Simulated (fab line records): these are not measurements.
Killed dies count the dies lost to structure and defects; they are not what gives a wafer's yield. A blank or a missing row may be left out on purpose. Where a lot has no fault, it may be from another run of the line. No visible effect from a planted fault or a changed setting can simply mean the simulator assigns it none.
Split-lot study ; flow sky130 ; on a route of 708 steps: 5 lots, 23 wafers read

== ON THE SPLIT ==
At SKY_LI_CONTACT_EXPOSE_09 (exposes mask LICM1, target cd 170 nm), the setting dose-mj was moved away from the recipe's 38 on 7 of the 23 wafers read, by -5.3% to +7.0%. All remaining wafers had this setting at the recipe value.

== FROM THE SPLIT TO THE READING: what the file shows between them, 2 steps ==
- SKY_LI_CONTACT_PEB_10
- SKY_LI_CONTACT_DEVELOP_11: develop time 60 s

== THE READING ==
cd-nm at SKY_LI_CONTACT_CD_MEAS_12, given in nm (cd target 170 nm). On this fab line, fault-free wafers typically give 170.2 nm with a standard deviation of 1.3 nm.

wafer;tool, chamber at the split;dose-mj as run;against the recipe;cd-nm, nm;against lot-mates on the recipe
L074.1;krf-scanner-02, 0;38;recipe;170.3;-
L074.2;krf-scanner-02, 0;38;recipe;170.0;-
L074.3;krf-scanner-02, 0;38;recipe;169.5;-
L074.4;krf-scanner-02, 0;40.45;+6.4%;182.1;+12.2
L074.6;krf-scanner-02, 0;40.45;+6.4%;181.2;+11.3
L075.1;krf-scanner-02, 0;40.66;+7.0%;182.5;+13.1
L075.3;krf-scanner-02, 0;38;recipe;170.3;-
L075.4;krf-scanner-02, 0;40.66;+7.0%;182.7;+13.2
L075.5;krf-scanner-02, 0;40.66;+7.0%;182.1;+12.7
L075.6;krf-scanner-02, 0;38;recipe;168.6;-
L076.1;krf-scanner-01, 0;38;recipe;169.3;-
L076.2;krf-scanner-01, 0;35.99;-5.3%;159.8;-10.4
L076.3;krf-scanner-01, 0;38;recipe;169.9;-
L076.5;krf-scanner-01, 0;38;recipe;171.5;-
L076.6;krf-scanner-01, 0;35.99;-5.3%;160.5;-9.7
L077.1;krf-scanner-02, 0;38;recipe;171.9;-
L077.2;krf-scanner-02, 0;38;recipe;170.8;-
L077.3;krf-scanner-02, 0;38;recipe;171.3;-
L077.4;krf-scanner-02, 0;38;recipe;171.9;-
L077.6;krf-scanner-02, 0;38;recipe;170.9;-
L081.1;krf-scanner-01, 0;38;recipe;170.0;-
L081.2;krf-scanner-01, 0;38;recipe;169.1;-
L081.3;krf-scanner-01, 0;38;recipe;170.8;-

THE FIT
A straight line over all 23 wafers: cd-nm changes by +1.78 nm for each +1% of dose-mj; r = +0.99; the points scatter about the line by 0.9 nm.
The same after taking each lot's own level away (the mean of its wafers on the recipe; 23 wafers): +1.86 nm for each +1%; r = +1.00; scatter 0.62 nm.
On that fit, the largest move of dose-mj shifts the reading by 13 nm.
From 169.45 to 171.36 nm: that is the span of the lots' own levels, equal to 1.5 times the standard deviation above.
Consequently the slope shifts little with the lot-to-lot level, the two slopes agreeing.
Check: with one of the wafers moved furthest among these (+7.0%) left out of the fit, the line predicts +12.9 nm for it against its lot-mates. It came out at +13.1 nm against them.

== ADDITIONAL SPLITS CARRIED BY THESE WAFERS ==
Other splits were also applied to these wafers ahead of the reading. Each is held against what the fit with the lots' levels taken away leaves over:
other split on the same wafers;wafers away from the commonest value;r with cd-nm (lot level and that fit taken away)
SKY_SD_P_DEVELOP_06 develop-time-s;8;-0.53
SKY_RES_XHIGH_COAT_02 resist-thk-nm;7;+0.10
SKY_SD_N_DEVELOP_06 develop-time-s;6;+0.10
SKY_LI_CONTACT_HDPCVD_00 time-s;7;+0.11

== THE WHOLE CHAIN: every reading that the file lists as answering this split, in the file's order ==
step;what it does;reading;change (the file's fit);r (the file's)
SKY_LI_CONTACT_CD_MEAS_12;target cd 170 nm;cd-nm;+1.85 nm for each +1% of the setting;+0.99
SKY_LI_CONTACT_ETCH_14;etches BARC in N2/H2, stops on SiO2, time 45.9 s, target depth 60 nm;LI_CONTACT.cd-nm (the simulator's own value, which no gauge read);+1.83 nm for each +1% of the setting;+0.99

== THE FILE'S OWN FIT ==
cd-nm changes by +1.85 nm for each +1% of dose-mj, r = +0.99.
